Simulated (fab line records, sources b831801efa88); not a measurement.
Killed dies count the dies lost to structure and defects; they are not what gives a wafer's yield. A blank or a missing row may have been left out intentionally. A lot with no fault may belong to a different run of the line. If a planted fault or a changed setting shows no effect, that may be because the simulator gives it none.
Which of the tools did it? ; flow sky130 ; 14 lots with 42 wafers sampled at 5 steps, on a route of 708 steps

== WHAT THE GAUGES READ, wafer by wafer ==
SKY_VT_ADJUST_HVTP_OVL_MEAS_08.
lot;measured;on;VT_ADJUST_HVTP_OVL (nm)
L957;day 6 03:19;overlay-02;-2.2 -2.9 -2.2
L958;day 6 12:58;overlay-02;0.3 0.9 0.4
L961;day 7 12:18;overlay-02;-0.3 -2.3 -2.5
L962;day 7 13:49;overlay-01;-0.7 1.0 0.6
L963;day 7 17:51;overlay-02;-2.0 -1.9 -2.2
L965;day 8 11:40;overlay-01;-3.3 -4.2 -4.3
L966;day 8 17:10;overlay-02;-0.7 -0.6 0.5
L967;day 8 23:46;overlay-01;-0.3 -0.9 -0.9
L968;day 9 00:40;overlay-01;1.2 -0.2 -1.5
L969;day 9 08:25;overlay-02;-2.2 -3.0 -2.0
L973;day 10 16:10;overlay-02;-2.4 -1.9 -1.9
L976;day 11 10:25;overlay-02;-1.0 -1.8 -0.8
L979;day 12 05:28;overlay-01;-0.9 -1.4 -1.1
L980;day 12 12:47;overlay-01;0.9 0.8 -0.2

SKY_VT_ADJUST_LVTN_OVL_MEAS_18.
lot;measured;on;VT_ADJUST_LVTN_01_OVL (nm)
L957;day 7 16:56;overlay-02;-2.3 -3.1 -2.7
L958;day 8 03:26;overlay-02;-0.9 -0.7 0.2
L961;day 9 06:32;overlay-02;-2.0 -2.2 -1.3
L962;day 9 08:11;overlay-01;-1.7 -3.0 -0.4
L963;day 9 11:41;overlay-01;-1.2 -1.3 -1.2
L965;day 10 08:32;overlay-02;-4.7 -4.2 -5.6
L966;day 10 14:00;overlay-01;-2.3 -0.3 -0.1
L967;day 10 21:49;overlay-01;-5.1 -5.4 -5.1
L968;day 10 21:50;overlay-02;-2.8 -2.6 -3.2
L969;day 11 07:24;overlay-02;0.1 0.0 0.0
L973;day 12 18:27;overlay-02;-1.6 -1.3 -1.5
L976;day 13 14:12;overlay-02;-0.3 -0.8 -0.8
L979;day 14 11:29;overlay-02;-0.4 -0.3 -0.6
L980;day 14 19:15;overlay-01;-3.1 -2.7 -2.1

SKY_VT_ADJUST_PCH_OVL_MEAS_07.
lot;measured;on;VT_ADJUST_PCH_OVL (nm)
L957;day 10 09:26;overlay-02;0.6 -0.2 0.3
L958;day 10 22:29;overlay-02;-1.7 -1.8 -0.3
L961;day 12 05:44;overlay-01;1.1 -0.1 2.0
L962;day 12 07:36;overlay-02;2.5 1.4 2.4
L963;day 12 12:21;overlay-02;-0.4 -0.2 -1.1
L965;day 13 13:47;overlay-02;0.7 -0.4 -0.6
L966;day 13 17:56;overlay-02;0.2 -0.5 0.5
L967;day 14 04:01;overlay-02;0.6 -1.2 -0.4
L968;day 14 04:57;overlay-02;-2.3 -2.6 -5.0
L969;day 14 14:50;overlay-02;1.1 0.0 -0.2
L973;day 16 05:50;overlay-02;3.2 1.0 2.3
L976;day 17 04:47;overlay-01;0.8 -0.5 0.1
L979;day 18 02:20;overlay-01;0.1 1.8 -0.1
L980;day 18 11:01;overlay-02;-1.2 -1.0 0.0

SKY_SONOS_ONO_THK_MEAS_01.
lot;measured;on;SONOS_ONO_OXIDATION_THK (nm)
L957;day 11 12:08;film-metro-01;2.61 2.65 2.65
L958;day 12 01:17;film-metro-01;2.51 2.60 2.59
L961;day 13 10:41;film-metro-01;2.59 2.65 2.65
L962;day 13 12:06;film-metro-02;2.53 2.61 2.61
L963;day 13 17:41;film-metro-01;2.60 2.57 2.60
L965;day 14 18:59;film-metro-03;2.61 2.61 2.56
L966;day 15 01:20;film-metro-02;4.28 4.23 4.35
L967;day 15 10:13;film-metro-02;2.63 2.65 2.70
L968;day 15 12:34;film-metro-03;2.55 2.65 2.56
L969;day 16 04:37;film-metro-01;4.11 4.26 4.19
L973;day 17 13:23;film-metro-03;2.53 2.54 2.54
L976;day 18 14:53;film-metro-03;4.27 4.32 4.43
L979;day 19 11:19;film-metro-01;2.56 2.60 2.60
L980;day 19 20:30;film-metro-01;2.65 2.68 2.59

== WHAT TOOL EACH LOT RAN ON (gives the tool, then ch and the chambers of the sampled wafers, and finally the start) ==
lot;SKY_SONOS_ONO_OXIDATION_00
L957;furnace-01 ch 0, day 11 10:47
L958;furnace-01 ch 0, day 11 23:56
L961;furnace-02 ch 0, day 13 09:20
L962;furnace-02 ch 0, day 13 10:45
L963;furnace-02 ch 0, day 13 16:20
L965;furnace-02 ch 0, day 14 17:38
L966;furnace-02 ch 0, day 14 22:28
L967;furnace-01 ch 0, day 15 08:50
L968;furnace-02 ch 0, day 15 11:13
L969;furnace-02 ch 0, day 16 00:24
L973;furnace-01 ch 0, day 17 12:01
L976;furnace-02 ch 0, day 18 11:00
L979;furnace-01 ch 0, day 19 09:59
L980;furnace-01 ch 0, day 19 19:08
- SKY_SONOS_ONO_OXIDATION_00: stabilise 600 s, purge 300 s, target thk 2.6 nm.

== AS READ BY THE TOOLS THEMSELVES (means over the sampled wafers that have a number; for cases with no such wafer, the mark the record gives instead) ==
The record holds no such reading with a usual standard deviation.

== THE ANSWER, worked out from the rows above alone ==
Rule: usual is defined by the lots themselves. The widest of any qualifying gaps counts: lots, ordered by their means at a reading, are off when they make up no more than a third of the lots, leave a main group of 4 or more, and stand apart from it by 3 or more times the standard deviation of that group's means. A main group whose means are all the same, to the digits that the tables above print for the reading, isn't used. Also off: a lot with no number at a reading for which 4 or more lots have one. All remaining lots with rows at the step are treated as sound. Order of review: gauges by route order, followed by the tools' own readings, for which a lot's mean as printed above is used. At the first step where some lot is off, the reading lying furthest off is the one used; lots without a number count as furthest.
Off: L966, L969, L976, at SKY_SONOS_ONO_THK_MEAS_01 (SONOS_ONO_OXIDATION_THK). The main group: mean 2.60 nm, standard deviation 0.035.
A tool fits if, at a process step before that reading, it ran every lot that is off, and no sound lot after the first of them. Those tools and the gauges at SKY_SONOS_ONO_THK_MEAS_01 are tried in the same way. Of those tried, none fits.

== WHAT THE SIMULATOR HAD INSERTED ==
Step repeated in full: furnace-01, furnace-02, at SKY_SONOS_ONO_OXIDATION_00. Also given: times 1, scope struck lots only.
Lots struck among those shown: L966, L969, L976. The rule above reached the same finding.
